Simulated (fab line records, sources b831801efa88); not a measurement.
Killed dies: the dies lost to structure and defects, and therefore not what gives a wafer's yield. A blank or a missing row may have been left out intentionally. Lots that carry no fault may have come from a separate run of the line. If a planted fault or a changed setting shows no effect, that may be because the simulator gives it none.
Split-lot study :: flow gf180mcu :: 23 wafers read from 5 lots, route of 602 steps

== THE SPLIT ITSELF ==
At GF_M4_SPUTTER_04 (material TiN, target thk 50 nm, time 41.7 s), the setting time_s was moved away from the recipe's 41.7 s on 8 of the 23 wafers read, by -10.0% to -4.7%. This setting was run at the recipe's value on the other wafers.

== FROM THE SPLIT TO THE READING: what the file shows between them, 7 steps ==
- GF_M4_METAL_ETCH_16: etches the open film in Cl2/BCl3, stops on SiO2, target depth 627.5 nm, time 104.6 s (also split here: time_s)
- GF_M4_STRIP_17: strips in O2/N2
- GF_V4_CMP_04: polishes SiO2 (also split here: leave_above_ref_nm)
- GF_V4_PEB_12: peb time 90 s (also split here: peb_temp_c)
- GF_V4_DEVELOP_13: develop time 60 s
- GF_V4_CD_MEAS_14: target cd 260 nm
- GF_V4_ETCH_16: etches BARC in N2/H2

== THE READING ==
TiN_of_M4_SPUTTER_04.thk_nm (the simulator's own value, which no gauge read), in nm, at GF_V4_ETCH_17 (etches SiO2 in C4F8/O2/Ar, stops on TiN, target depth 630 nm). The file does not state a usual value for it. Here, 15 wafers ran the recipe; their average is 49.57 nm with a standard deviation of 0.83 nm.

wafer: L074.1
tool, chamber at the split: pvd_sputter-01, -
time_s as run, s: 41.7
against the recipe: recipe
TiN_of_M4_SPUTTER_04.thk_nm, nm: 49.22
against lot-mates on the recipe: -

wafer: L074.3
tool, chamber at the split: pvd_sputter-01, -
time_s as run, s: 41.7
against the recipe: recipe
TiN_of_M4_SPUTTER_04.thk_nm, nm: 48.29
against lot-mates on the recipe: -

wafer: L074.4
tool, chamber at the split: pvd_sputter-01, -
time_s as run, s: 37.54
against the recipe: -10.0%
TiN_of_M4_SPUTTER_04.thk_nm, nm: 44.37
against lot-mates on the recipe: -4.25

wafer: L074.5
tool, chamber at the split: pvd_sputter-01, -
time_s as run, s: 41.7
against the recipe: recipe
TiN_of_M4_SPUTTER_04.thk_nm, nm: 48.35
against lot-mates on the recipe: -

wafer: L074.6
tool, chamber at the split: pvd_sputter-01, -
time_s as run, s: 37.54
against the recipe: -10.0%
TiN_of_M4_SPUTTER_04.thk_nm, nm: 43.51
against lot-mates on the recipe: -5.11

wafer: L076.1
tool, chamber at the split: pvd_sputter-04, -
time_s as run, s: 41.7
against the recipe: recipe
TiN_of_M4_SPUTTER_04.thk_nm, nm: 49.95
against lot-mates on the recipe: -

wafer: L076.2
tool, chamber at the split: pvd_sputter-04, -
time_s as run, s: 39.76
against the recipe: -4.7%
TiN_of_M4_SPUTTER_04.thk_nm, nm: 46.94
against lot-mates on the recipe: -2.18

wafer: L076.4
tool, chamber at the split: pvd_sputter-04, -
time_s as run, s: 41.7
against the recipe: recipe
TiN_of_M4_SPUTTER_04.thk_nm, nm: 48.29
against lot-mates on the recipe: -

wafer: L076.5
tool, chamber at the split: pvd_sputter-04, -
time_s as run, s: 39.76
against the recipe: -4.7%
TiN_of_M4_SPUTTER_04.thk_nm, nm: 47.21
against lot-mates on the recipe: -1.91

wafer: L076.6
tool, chamber at the split: pvd_sputter-04, -
time_s as run, s: 39.76
against the recipe: -4.7%
TiN_of_M4_SPUTTER_04.thk_nm, nm: 47.93
against lot-mates on the recipe: -1.19

wafer: L077.1
tool, chamber at the split: pvd_sputter-02, -
time_s as run, s: 41.7
against the recipe: recipe
TiN_of_M4_SPUTTER_04.thk_nm, nm: 50.4
against lot-mates on the recipe: -

wafer: L077.2
tool, chamber at the split: pvd_sputter-02, -
time_s as run, s: 39.72
against the recipe: -4.7%
TiN_of_M4_SPUTTER_04.thk_nm, nm: 48.26
against lot-mates on the recipe: -2.25

wafer: L077.3
tool, chamber at the split: pvd_sputter-02, -
time_s as run, s: 39.72
against the recipe: -4.7%
TiN_of_M4_SPUTTER_04.thk_nm, nm: 47.56
against lot-mates on the recipe: -2.95

wafer: L077.4
tool, chamber at the split: pvd_sputter-02, -
time_s as run, s: 41.7
against the recipe: recipe
TiN_of_M4_SPUTTER_04.thk_nm, nm: 50.62
against lot-mates on the recipe: -

wafer: L077.5
tool, chamber at the split: pvd_sputter-02, -
time_s as run, s: 39.72
against the recipe: -4.7%
TiN_of_M4_SPUTTER_04.thk_nm, nm: 47.68
against lot-mates on the recipe: -2.83

wafer: L079.1
tool, chamber at the split: pvd_sputter-01, -
time_s as run, s: 41.7
against the recipe: recipe
TiN_of_M4_SPUTTER_04.thk_nm, nm: 49.15
against lot-mates on the recipe: -

wafer: L079.2
tool, chamber at the split: pvd_sputter-01, -
time_s as run, s: 41.7
against the recipe: recipe
TiN_of_M4_SPUTTER_04.thk_nm, nm: 49.45
against lot-mates on the recipe: -

wafer: L079.5
tool, chamber at the split: pvd_sputter-01, -
time_s as run, s: 41.7
against the recipe: recipe
TiN_of_M4_SPUTTER_04.thk_nm, nm: 49.29
against lot-mates on the recipe: -

wafer: L082.1
tool, chamber at the split: pvd_sputter-04, -
time_s as run, s: 41.7
against the recipe: recipe
TiN_of_M4_SPUTTER_04.thk_nm, nm: 50.26
against lot-mates on the recipe: -

wafer: L082.2
tool, chamber at the split: pvd_sputter-04, -
time_s as run, s: 41.7
against the recipe: recipe
TiN_of_M4_SPUTTER_04.thk_nm, nm: 51.03
against lot-mates on the recipe: -

wafer: L082.4
tool, chamber at the split: pvd_sputter-04, -
time_s as run, s: 41.7
against the recipe: recipe
TiN_of_M4_SPUTTER_04.thk_nm, nm: 49.12
against lot-mates on the recipe: -

wafer: L082.5
tool, chamber at the split: pvd_sputter-04, -
time_s as run, s: 41.7
against the recipe: recipe
TiN_of_M4_SPUTTER_04.thk_nm, nm: 50.01
against lot-mates on the recipe: -

wafer: L082.6
tool, chamber at the split: pvd_sputter-04, -
time_s as run, s: 41.7
against the recipe: recipe
TiN_of_M4_SPUTTER_04.thk_nm, nm: 50.12
against lot-mates on the recipe: -

FIT RESULTS
A straight line over all 23 wafers: TiN_of_M4_SPUTTER_04.thk_nm changes by +0.518 nm for each +1% of time_s; r = +0.91; the points scatter about the line by 0.8 nm.
The same after taking each lot's own level away (the mean of its wafers on the recipe; 23 wafers): +0.471 nm for each +1%; r = +0.94; scatter 0.54 nm.
According to that fit, moving time_s by its largest amount changes the reading by 4.7 nm.
Across the lots, their own levels run from 48.620 to 50.510 nm, a range of 2.3 times the standard deviation given above.
In other words, the slope is changed by the lot-to-lot level; the two fits disagree.
Check: for one of the wafers moved furthest among these (-10.0%), held out of the fit, the line's prediction against its lot-mates is -4.9 nm. It came out at -4.25 nm against them.

== THE OTHER SPLITS THESE WAFERS WENT THROUGH ==
These wafers also went through other splits before the reading. Each is held against what the fit with the lots' levels taken away leaves over:
other split on the same wafers: GF_V2_SPUTTER_21 chamber_pressure_pa
wafers away from the commonest value: 18
r with TiN_of_M4_SPUTTER_04.thk_nm (lot level and that fit taken away): +0.04

other split on the same wafers: GF_M3_SPUTTER_01 power_w
wafers away from the commonest value: 8
r with TiN_of_M4_SPUTTER_04.thk_nm (lot level and that fit taken away): -0.10

other split on the same wafers: GF_M3_PEB_12 peb_time_s
wafers away from the commonest value: 9
r with TiN_of_M4_SPUTTER_04.thk_nm (lot level and that fit taken away): +0.01

other split on the same wafers: GF_V3_CVD_02 time_s
wafers away from the commonest value: 5
r with TiN_of_M4_SPUTTER_04.thk_nm (lot level and that fit taken away): -0.20

other split on the same wafers: GF_M4_METAL_ETCH_16 time_s
wafers away from the commonest value: 7
r with TiN_of_M4_SPUTTER_04.thk_nm (lot level and that fit taken away): +0.09

other split on the same wafers: GF_V4_CMP_04 leave_above_ref_nm
wafers away from the commonest value: 8
r with TiN_of_M4_SPUTTER_04.thk_nm (lot level and that fit taken away): -0.04

other split on the same wafers: GF_V4_PEB_12 peb_temp_c
wafers away from the commonest value: 5
r with TiN_of_M4_SPUTTER_04.thk_nm (lot level and that fit taken away): +0.05

== THE WHOLE CHAIN: every reading that the file lists as answering this split, in the file's order ==
step: GF_M4_SPUTTER_04
what it does: material TiN, target thk 50 nm, time 41.7 s
reading: TiN_of_M4_SPUTTER_04.thk_nm (the simulator's own value, which no gauge read)
change (the file's fit): +0.484 nm for each +1% of the setting
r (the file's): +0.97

step: GF_V4_ETCH_17
what it does: etches SiO2 in C4F8/O2/Ar, stops on TiN, target depth 630 nm
reading: TiN_of_M4_SPUTTER_04.thk_nm (the simulator's own value, which no gauge read)
change (the file's fit): +0.47 nm for each +1% of the setting
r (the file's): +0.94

== THE FILE'S OWN FIT ==
TiN_of_M4_SPUTTER_04.thk_nm changes by +0.47 nm for each +1% of time_s, r = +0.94.
